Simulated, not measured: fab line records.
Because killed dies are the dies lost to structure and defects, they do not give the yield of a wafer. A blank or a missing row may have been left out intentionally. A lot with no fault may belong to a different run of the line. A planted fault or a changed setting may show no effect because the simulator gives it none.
fab line records	flow sky130
record: lots: 6	wafers: 18	last-day: 50
route steps=708 shown SONOS_ONO@186 GATE_OXIDE@187 PAD_OPEN@708
lots untouched by any fault: they come from a run of this same line in which no faults occurred
start-h: hours from the record's first day to the start of the lot's first wafer shown	wait-h: time in hours since the lot's previous step	" same as the row above	L1.1+2: a row that stands for several wafers	- no value present, or no start provided	* or withheld: withheld	< > ~ a bound
route shown NAME@n: NAME is a module with steps in the file, n the number in the route of the first one	usual: mean/standard deviation of fault-free wafers	same: alike in all rows	chamber/n: place in a boat	sites: the reading at each site	_std_site: standard deviation across them	_edge_site: the outer-site mean with the inner-site mean subtracted	radius-mm: for every site, how far away it sits from the centre of the wafer	mask NAME#n: copy n	behind: the most recent tool/chamber to have shaped the wafer	hold: why the lot was held/for how many hours/how that ended	device: the transistor (n, p or np) that didn't switch	end of line: the same wafers' tests at the end of the route	a step without rows: its recipe alone	killed: dies that structure and defects cost at the first sort, which is not the same as the wafer's yield	map: per-die view of a wafer (x killed, . not killed, _ where there is no die)
set.NAME: the setting that was run; set.NAME@STEP: the one run at that earlier step	model.NAME: the simulator's own value behind a step, which no gauge read
certain route steps with their lots: each step a table, each wafer a row
services: when a tool's chamber went out of use (start-h, in hours from the record's first day, below 0 if earlier), for how many hours, and the reason
== steps ==
step: SKY_SONOS_ONO_WET_ETCH_18
recipe: chemistry: H3PO4	target-depth-nm: 15	target: Si3N4	temp-c: 160	time-s: 172
step: SKY_GATE_OXIDE_CLEAN_00
recipe: chemistry: SC1/SC2	mix: 1:4:20	temp-c: 70	time-s: 150	dry: n2-spin
step: SKY_GATE_OXIDE_OXIDATION_01
recipe: temp-c: 900	ambient: O2	stabilise-s: 600	purge-s: 300	target-thk-a: 102.68	ox-time-s: 1473
step: SKY_GATE_OXIDE_THK_MEAS_02
recipe: reads: SiO2_of_GATE_OXIDE_OXIDATION_01
usual: GATE_OXIDE_OXIDATION_00_THK: 10.17/0.23
lot.wafer	tool	chamber	start-h	wait-h	GATE_OXIDE_OXIDATION_00_THK[nm]
L349.1	film-metro-01	-	294.72	0.1	10.52
L349.2	"	-	"	"	10.35
L349.5	"	-	"	"	10.45
L356.3	film-metro-04	-	342.05	0.0	9.94
L356.4	"	-	"	"	10.21
L356.6	"	-	"	"	9.86
L367.1	film-metro-02	-	428.71	0.0	10.48
L367.3	"	-	"	"	10.54
L367.5	"	-	"	"	10.37
L368.1	film-metro-02	-	439.33	0.0	9.82
L368.2	"	-	"	"	10.09
L368.5	"	-	"	"	9.95
L371.2	film-metro-04	-	465.07	0.0	10.14
L371.5	"	-	"	"	10.19
L371.6	"	-	"	"	10.26
L372.3	film-metro-04	-	469.44	0.0	10.10
L372.5	"	-	"	"	9.91
L372.6	"	-	"	"	10.21
step: SKY_GATE_OXIDE_DEHYDRATE_03
recipe: temp-c: 200	time-s: 60
step: SKY_GATE_OXIDE_HMDS_04
recipe: prime-time-s: 60	prime-temp-c: 120
step: SKY_GATE_OXIDE_COAT_05
recipe: resist: NOVOLAK	spin-rpm: 3000	resist-thk-nm: 1140
step: SKY_GATE_OXIDE_SOFTBAKE_06
recipe: temp-c: 90	time-s: 60	resist: NOVOLAK
step: SKY_GATE_OXIDE_EXPOSE_07
recipe: mask-id: LVOM	na: 0.6	source-shape: conventional	sigma-outer: 0.6	polarization: unpolarized	target-cd-nm: 600	dose-mj: 170
step: SKY_GATE_OXIDE_PEB_08
recipe: temp-c: withheld	time-s: *	resist: NOVOLAK
step: SKY_GATE_OXIDE_DEVELOP_09
recipe: resist: NOVOLAK	developer: TMAH	develop-time-s: 60	dev-temp-c: 23
step: SKY_GATE_OXIDE_OVL_MEAS_10
usual: GATE_OXIDE_OVL: 0.1/1.3
lot.wafer	tool	chamber	start-h	wait-h	GATE_OXIDE_OVL[nm]
L349.1	overlay-02	-	320.32	0.1	-0.7
L349.2	"	-	"	"	0.4
L349.5	"	-	"	"	-0.8
L356.3	overlay-02	-	369.94	0.1	0.7
L356.4	"	-	"	"	-0.7
L356.6	"	-	"	"	1.6
L367.1	overlay-01	-	459.80	0.1	-0.5
L367.3	"	-	"	"	-0.5
L367.5	"	-	"	"	-0.2
L368.1	overlay-01	-	471.01	0.1	-0.6
L368.2	"	-	"	"	-1.7
L368.5	"	-	"	"	-0.3
L371.2	overlay-02	-	496.96	0.1	2.2
L371.5	"	-	"	"	1.5
L371.6	"	-	"	"	0.8
L372.3	overlay-01	-	500.83	0.1	1.8
L372.5	"	-	"	"	2.5
L372.6	"	-	"	"	2.7
step: SKY_GATE_OXIDE_IMPLANT_11
recipe: species: B	energy-kev: 10	dose-cm2: 2.6e+12	tilt-deg: withheld
usual: dose-ions-cm2: 2.6e+12/3e+09
lot.wafer	tool	chamber	start-h	wait-h	dose-ions-cm2
L349.1	implanter-03	0	320.35	0.0	2.6e+12
L349.2	"	0	"	"	2.602e+12
L349.5	"	0	"	"	2.6e+12
L356.3	implanter-04	0	370.02	0.1	2.6e+12
L356.4	"	0	"	"	2.599e+12
L356.6	"	0	"	"	2.602e+12
L367.1	implanter-04	0	459.84	0.0	2.655e+12
L367.3	"	0	"	"	2.658e+12
L367.5	"	0	"	"	2.66e+12
L368.1	implanter-04	0	471.05	0.0	2.655e+12
L368.2	"	0	"	"	2.659e+12
L368.5	"	0	"	"	2.659e+12
L371.2	implanter-03	0	497.01	0.0	2.596e+12
L371.5	"	0	"	"	2.605e+12
L371.6	"	0	"	"	2.605e+12
L372.3	implanter-02	0	500.90	0.1	2.604e+12
L372.5	"	0	"	"	2.6e+12
L372.6	"	0	"	"	2.608e+12
step: SKY_GATE_OXIDE_WET_ETCH_12
recipe: chemistry: dHF	target-depth-nm: 16.8	dry: n2-spin	target: SiO2	dilution: 100:1	temp-c: 25	time-s: 336
step: SKY_PAD_OPEN_PROBE_99
usual: killed_at_M0_to_M3: 43/7.2	killed_at_M4_up: 3.1/1.8	killed-at-contacts: 24/5.4	killed-at-front-end: 15/4.4	killed-at-other: 0.4/0.56	killed-dies: 86/9.3	killed-open: 47/6.9	killed-short: 39/6.6
same: gross-dies: 492	killed-at-back-side: 0
lot.wafer	tool	chamber	start-h	wait-h	killed_at_M0_to_M3	killed_at_M4_up	killed-at-contacts	killed-at-front-end	killed-at-other	killed-dies	killed-open	killed-short	model.etest.pfet_01v8_lvt.off-log10-a-um	model.etest.pfet_01v8_lvt.vt-sat-v	model.etest.pfet_01v8_lvt.vt-v	model.etest.pfet_01v8_lvt.vt-long-v	model.etest.pfet_01v8_lvt.body-rise-v
L349.1	prober-02	-	1088.67	0.1	33	2	17	10	0	62	34	28	-8.874	-0.4525	-0.5434	-0.6594	-0.1973
L349.2	prober-02	-	1088.72	0.1	28	2	22	17	0	69	39	30	-8.873	-0.4473	-0.54	-0.6572	-0.1971
L349.5	prober-02	-	1088.87	0.2	40	2	28	16	0	86	52	34	-8.72	-0.4446	-0.5414	-0.6586	-0.197
L356.3	prober-02	-	1121.17	0.2	30	1	26	9	0	66	31	35	-8.913	-0.4496	-0.5372	-0.6541	-0.2069
L356.4	prober-02	-	1121.22	0.2	50	0	23	11	0	84	53	31	-8.998	-0.4588	-0.5467	-0.6654	-0.2023
L356.6	prober-02	-	1121.32	0.2	51	2	32	14	1	100	46	54	-8.916	-0.4479	-0.5325	-0.6522	-0.2046
L367.1	prober-01	-	1181.15	0.1	40	5	27	15	0	87	49	38	-8.567	-0.4142	-0.5085	-0.6263	-0.2052
L367.3	prober-01	-	1181.25	0.2	58	0	14	14	0	86	44	42	-8.677	-0.4063	-0.5022	-0.6262	-0.2084
L367.5	prober-01	-	1181.35	0.2	47	2	15	17	0	81	52	29	-8.335	-0.4027	-0.5001	-0.6228	-0.2104
L368.1	prober-02	-	1184.29	0.1	42	2	25	15	1	85	50	35	-8.272	-0.3931	-0.4943	-0.6198	-0.2045
L368.2	prober-02	-	1184.34	0.1	39	2	24	15	0	80	43	37	-8.404	-0.4011	-0.4993	-0.6185	-0.2069
L368.5	prober-02	-	1184.49	0.2	48	5	29	13	0	95	53	42	-8.458	-0.3987	-0.4972	-0.6175	-0.2063
L371.2	prober-01	-	1196.75	0.1	35	5	14	18	2	74	44	28	-9.111	-0.4599	-0.5433	-0.6593	-0.2058
L371.5	prober-01	-	1196.90	0.2	44	6	16	12	1	79	37	40	-9.243	-0.4664	-0.5513	-0.666	-0.2039
L371.6	prober-01	-	1196.95	0.2	36	2	29	10	1	78	43	34	-9.396	-0.4726	-0.5549	-0.6686	-0.2011
L372.3	prober-02	-	1201.26	0.2	40	3	19	17	1	80	39	41	-8.909	-0.4528	-0.5459	-0.6653	-0.2003
L372.5	prober-02	-	1201.36	0.2	35	4	24	14	1	78	31	47	-8.889	-0.4513	-0.5444	-0.6613	-0.2001
L372.6	prober-02	-	1201.41	0.2	63	3	27	14	1	108	56	52	-9.077	-0.4564	-0.5462	-0.6657	-0.1994
killed by level:class
L349.1 VIA2:geometric-particle:open=9 CONTACT:geometric-particle:open=6 VIA1:geometric-particle:open=6 CONTACT:geometric-particle:short=5 LOCAL_INTERCONNECT:geometric-particle:short=4 POLY_GATE:geometric-particle:open=3 VIA3:geometric-particle:open=3 METAL2:geometric-particle:short=3
L349.2 CONTACT:geometric-particle:open=8 VIA2:geometric-particle:open=8 CONTACT:geometric-particle:short=6 POLY_GATE:geometric-particle:short=5 LI_CONTACT:geometric-particle:open=5 VIA3:geometric-particle:open=5 METAL1:geometric-particle:short=4 VIA1:geometric-particle:open=4
L349.5 CONTACT:geometric-particle:open=14 VIA1:geometric-particle:open=8 VIA3:geometric-particle:open=7 VIA2:geometric-particle:open=6 CONTACT:geometric-particle:short=5 VIA1:geometric-particle:short=5 FIELD_ISO:geometric-particle:open=4 POLY_GATE:geometric-particle:open=4
L356.3 LI_CONTACT:geometric-particle:open=9 VIA1:geometric-particle:open=7 CONTACT:geometric-particle:open=6 LI_CONTACT:geometric-particle:short=5 VIA1:geometric-particle:short=5 LOCAL_INTERCONNECT:geometric-particle:short=5 METAL2:geometric-particle:short=4 FIELD_ISO:geometric-particle:short=3
L356.4 VIA1:geometric-particle:open=13 CONTACT:geometric-particle:open=9 LI_CONTACT:geometric-particle:open=7 VIA2:geometric-particle:open=7 VIA3:geometric-particle:open=6 VIA1:geometric-particle:short=5 POLY_GATE:geometric-particle:short=4 CONTACT:geometric-particle:short=4
L356.6 VIA1:geometric-particle:open=16 LOCAL_INTERCONNECT:geometric-particle:short=10 CONTACT:geometric-particle:open=9 METAL2:geometric-particle:short=7 CONTACT:geometric-particle:short=6 FIELD_ISO:geometric-particle:short=6 VIA2:geometric-particle:open=6 VIA1:geometric-particle:short=5
L367.1 VIA1:geometric-particle:open=11 LI_CONTACT:geometric-particle:open=8 LOCAL_INTERCONNECT:geometric-particle:short=7 VIA2:geometric-particle:open=7 VIA3:geometric-particle:open=7 FIELD_ISO:geometric-particle:open=5 POLY_GATE:geometric-particle:short=4 METAL4:geometric-particle:short=4
L367.3 VIA1:geometric-particle:open=14 METAL2:geometric-particle:short=10 METAL1:geometric-particle:short=8 VIA2:geometric-particle:open=7 CONTACT:geometric-particle:open=6 VIA1:geometric-particle:short=5 LI_CONTACT:geometric-particle:open=4 VIA3:geometric-particle:short=4
L367.5 VIA2:geometric-particle:open=12 VIA1:geometric-particle:open=11 CONTACT:geometric-particle:open=8 METAL2:geometric-particle:short=7 LI_CONTACT:geometric-particle:open=6 METAL1:geometric-particle:short=6 FIELD_ISO:geometric-particle:short=5 POLY_GATE:geometric-particle:open=5
L368.1 VIA1:geometric-particle:open=15 CONTACT:geometric-particle:open=9 LOCAL_INTERCONNECT:geometric-particle:short=7 VIA2:geometric-particle:open=5 METAL3:geometric-particle:short=5 LI_CONTACT:geometric-particle:open=4 VIA1:geometric-particle:short=4 METAL2:geometric-particle:short=4
L368.2 VIA1:geometric-particle:open=10 LI_CONTACT:geometric-particle:open=8 VIA1:geometric-particle:short=8 CONTACT:geometric-particle:open=7 CONTACT:geometric-particle:short=4 POLY_GATE:geometric-particle:short=4 LI_CONTACT:geometric-particle:short=4 METAL1:geometric-particle:short=4
L368.5 VIA3:geometric-particle:open=10 VIA1:geometric-particle:open=10 CONTACT:geometric-particle:short=9 CONTACT:geometric-particle:open=9 VIA1:geometric-particle:short=5 VIA2:geometric-particle:open=5 LOCAL_INTERCONNECT:geometric-particle:short=4 METAL1:geometric-particle:short=4
L371.2 VIA1:geometric-particle:open=9 LI_CONTACT:geometric-particle:open=8 POLY_GATE:geometric-particle:open=6 VIA2:geometric-particle:open=5 VIA1:geometric-particle:short=4 VIA3:geometric-particle:open=4 FIELD_ISO:geometric-particle:short=3 METAL1:geometric-particle:short=3
L371.5 VIA3:geometric-particle:open=7 VIA2:geometric-particle:open=7 VIA1:geometric-particle:open=6 LI_CONTACT:geometric-particle:open=5 VIA2:geometric-particle:short=5 FIELD_ISO:geometric-particle:open=4 LOCAL_INTERCONNECT:geometric-particle:short=4 METAL1:geometric-particle:short=4
L371.6 CONTACT:geometric-particle:open=10 VIA3:geometric-particle:open=10 VIA1:geometric-particle:open=9 LI_CONTACT:geometric-particle:open=7 CONTACT:geometric-particle:short=6 POLY_GATE:geometric-particle:open=4 FIELD_ISO:geometric-particle:short=3 LI_CONTACT:geometric-particle:short=3
L372.3 VIA1:geometric-particle:open=6 METAL2:geometric-particle:short=6 VIA3:geometric-particle:open=6 CONTACT:geometric-particle:short=5 CONTACT:geometric-particle:open=5 METAL1:geometric-particle:short=5 POLY_GATE:geometric-particle:short=4 POLY_CUT:geometric-particle:open=4
L372.5 LI_CONTACT:geometric-particle:open=9 METAL1:geometric-particle:short=8 VIA1:geometric-particle:open=7 CONTACT:geometric-particle:short=6 VIA3:geometric-particle:short=6 CONTACT:geometric-particle:open=5 VIA1:geometric-particle:short=5 POLY_GATE:geometric-particle:short=4
L372.6 VIA1:geometric-particle:open=11 METAL2:geometric-particle:short=10 VIA3:geometric-particle:open=9 LI_CONTACT:geometric-particle:open=8 VIA2:geometric-particle:open=8 VIA1:geometric-particle:short=8 CONTACT:geometric-particle:open=6 FIELD_ISO:geometric-particle:open=5
== services ==
tool	chamber	start-h	hours	kind
implanter-02	-	302.51	3.7	repair
implanter-04	-	307.04	3.7	pm
implanter-02	-	405.07	4.2	pm
implanter-03	-	413.75	2.7	repair
implanter-04	-	438.13	1.0	repair
implanter-02	-	484.72	1.4	repair
implanter-03	-	484.74	2.4	repair
implanter-04	-	492.88	9.3	repair
== key ==
first-sign: step: SKY_GATE_OXIDE_IMPLANT_11	reading: dose-ions-cm2	direction: up	sigmas: 19	usual: *	struck: *
effect none on later readings
model-effect: step: SKY_PAD_OPEN_PROBE_99	value: etest.pfet_01v8_lvt.off-log10-a-um	without: -8.757	struck: -8.452
met-at SKY_GATE_OXIDE_IMPLANT_11
struck-wafers L367.1,L367.3,L367.5,L368.1,L368.2,L368.5
tester-left-out L367,L368
onset-between 370.02 459.84
fault: kind: process-parameter-drift	tool: implanter-04	chamber: -	onset-h: 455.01	steps: SKY_GATE_OXIDE_IMPLANT_11	channel: dose-cm2	offset: *	shape: step	end-h: 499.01	acts-in: *	stated: *
tester-left-out: of these lots the tester's yield and bins aren't shown, on N5 and GAA mostly nor the transistor test; their killed dies are dies lost to structure and defects alone, not to doping, threshold or leakage, so they don't give the yield
